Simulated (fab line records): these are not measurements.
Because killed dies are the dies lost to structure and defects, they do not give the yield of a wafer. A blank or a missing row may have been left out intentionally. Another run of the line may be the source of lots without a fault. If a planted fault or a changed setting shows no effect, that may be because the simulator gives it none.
Comparing a struck lot with a sound one / flow sky130 / 16 out of 708 route steps
Sound: the wafers L778.2, L778.4, L778.5. The struck wafers were L783.3, L783.4, L783.6. The cause comes at the end.
Each step with rows lists, per side, the tool, then ch with its chambers, then its first start. Under that, the readings that differ: sound wafers / struck wafers / difference of the means / sigmas: that difference in standard deviations of wafers without a fault.
alike: a reading whose means differ by less than 2 such deviations, as well as words and numbers matching on both sides. not compared: withheld readings; readings where some wafer has no value; bounds like >300 that might hide an equal value; numbers whose values overlap and for which the record gives no deviation.
Wherever a step has rows on one side only, a row that says differs or no value, or a row with sigmas, the two part there. Numbers that have no deviation but don't overlap get no sigmas and don't part them. A reading that every wafer of one side lacks parts them only if that side has two wafers or more.

SKY_VT_ADJUST_HVTP_OVL_MEAS_08:
  sound on overlay-01, day 9 12:34; struck on overlay-01, day 10 17:46
  alike: VT_ADJUST_HVTP_OVL
following that, these wafers have no rows for 1 step: SKY_VT_ADJUST_HVTP_IMPLANT_09.
SKY_VT_ADJUST_HVTP_STRIP_10: strips in O2/N2.
  sound on plasma_asher-02 ch 0,1, day 9 12:45; struck on plasma_asher-04 ch 0,1, day 10 17:58
  alike: drypump_motor_current_A, oes_product_au, strip_time_to_endpoint_s
  not compared: rf_hours_counter_h
SKY_VT_ADJUST_HVTP_TW_MEAS_11:
  sound on film_metro-02, day 9 12:52; struck on film_metro-04, day 10 18:03
  alike: VT_ADJUST_HVTP_TW
then, 7 steps without rows for these wafers: SKY_VT_ADJUST_LVTN_DEHYDRATE_00 (time 60 s); SKY_VT_ADJUST_LVTN_HMDS_01 (prime time 60 s); SKY_VT_ADJUST_LVTN_COAT_02 (resist thk 3000 nm); SKY_VT_ADJUST_LVTN_SOFTBAKE_03; SKY_VT_ADJUST_LVTN_EXPOSE_04 (exposes mask NWM COMPLEMENT LESS NATIVE, target cd 840 nm); SKY_VT_ADJUST_LVTN_PEB_05; SKY_VT_ADJUST_LVTN_DEVELOP_06 (develop time 60 s).
SKY_VT_ADJUST_LVTN_OVL_MEAS_07:
  sound on overlay-02, day 10 10:49; struck on overlay-01, day 11 16:49
  alike: VT_ADJUST_LVTN_OVL
SKY_VT_ADJUST_LVTN_IMPLANT_08:
  sound on implanter-03 ch 0, day 10 10:52; struck on implanter-03 ch 0, day 11 16:54
  alike: beam_on_s, end_station_pressure_torr
SKY_VT_ADJUST_LVTN_STRIP_09: strips in O2/N2.
  sound on plasma_asher-01 ch 0,1, day 10 11:00; struck on plasma_asher-02 ch 0,1, day 11 17:02
  alike: drypump_motor_current_A, oes_product_au, strip_time_to_endpoint_s
  not compared: rf_hours_counter_h
SKY_VT_ADJUST_LVTN_TW_MEAS_10:
  sound on film_metro-01, day 10 11:07; struck on film_metro-03, day 11 17:20
reading=VT_ADJUST_LVTN_TW; sound=242.9 242.1 242.1; struck=234.6 233.8 233.7; difference=-8.3; sigmas=-5
  not compared: hold
-- here the record skips 39 days between the struck wafers' starts before and after, leaving off in module VT_ADJUST_LVTN and picking up in module PAD_OPEN (first step shown: number 708 of the route) --
SKY_PAD_OPEN_PROBE_99:
  sound on prober-02, day 49 20:32; struck on prober-02, day 50 07:40
reading=model.etest.nfet_01v8.drive_ua_um_range; sound=8.453 11.81 10.9; struck=16.3 13.3 15.44; difference=+4.6; sigmas=
  alike: killed_at_M0_to_M3, killed_at_M4_up, killed_at_contacts, killed_at_front_end, killed_at_other, killed_dies, killed_open, killed_short

WHERE THEY PART
Only at SKY_VT_ADJUST_LVTN_TW_MEAS_10, within this record. Later steps at which nothing parts them and some readings are alike: SKY_PAD_OPEN_PROBE_99.

WHY: what had been put in by the simulator
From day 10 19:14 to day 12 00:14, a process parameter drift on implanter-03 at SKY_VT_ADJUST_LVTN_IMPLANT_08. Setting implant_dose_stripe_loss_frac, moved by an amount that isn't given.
